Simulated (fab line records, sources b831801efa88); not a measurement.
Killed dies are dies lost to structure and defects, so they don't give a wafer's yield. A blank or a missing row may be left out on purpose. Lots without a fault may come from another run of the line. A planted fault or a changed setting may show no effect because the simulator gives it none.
Which tool did it? | flow gf180mcu | 12 lots, 36 wafers sampled, at 1 step of a route of 602

WHAT THE GAUGES READ, wafer by wafer
GF_V3_THK_MEAS_03.
lot  | measured     | on            | V3_CVD_02_THK (nm)
L319 | day 20 22:02 | film_metro-03 | 843 872 862
L322 | day 22 14:13 | film_metro-04 | 859 859 864
L323 | day 22 23:09 | film_metro-03 | 840 870 863
L325 | day 23 22:28 | film_metro-03 | 838 850 854
L328 | day 24 06:23 | film_metro-04 | 852 847 853
L330 | day 25 01:01 | film_metro-03 | 841 837 855
L331 | day 25 18:45 | film_metro-01 | 830 840 857
L336 | day 27 03:20 | film_metro-01 | 832 829 845
L339 | day 27 23:19 | film_metro-01 | 857 877 867
L338 | day 28 00:43 | film_metro-03 | 832 844 858
L340 | day 28 06:50 | film_metro-01 | 840 839 848
L341 | day 28 15:44 | film_metro-03 | 847 835 857

WHICH TOOL RAN EACH LOT (tool, then ch and the chambers of the sampled wafers, then the start)
The record holds no process step before these readings.

WHAT THE TOOLS THEMSELVES READ (means of the sampled wafers that have a number; where no wafer has one, the mark that the record gives instead)
The record holds no such reading with a usual standard deviation.

THE ANSWER, worked out from the rows above alone
Rule: what is usual is taken from the lots themselves. Put in order of their means at a reading, lots are off if they are a third of the lots or fewer, leave a main group of 4 or more, and stand apart from it by a gap of 3 or more times the standard deviation of the main group's means; of several such gaps the widest counts. A main group whose means are all the same, to the digits that the tables above print for the reading, isn't used. A lot without any number at a reading at which 4 lots or more have one is off too. The other lots that the step has rows for count as sound. The gauges are gone through in route order, then the tools' own readings, and for those a lot's mean is taken as printed above. The first step at which some lot is off is used, and at that step the reading that is off furthest; a lot without a number counts as furthest.
No lot is off at any reading shown: from this, nothing can be told.

WHAT THE SIMULATOR HAD PUT IN
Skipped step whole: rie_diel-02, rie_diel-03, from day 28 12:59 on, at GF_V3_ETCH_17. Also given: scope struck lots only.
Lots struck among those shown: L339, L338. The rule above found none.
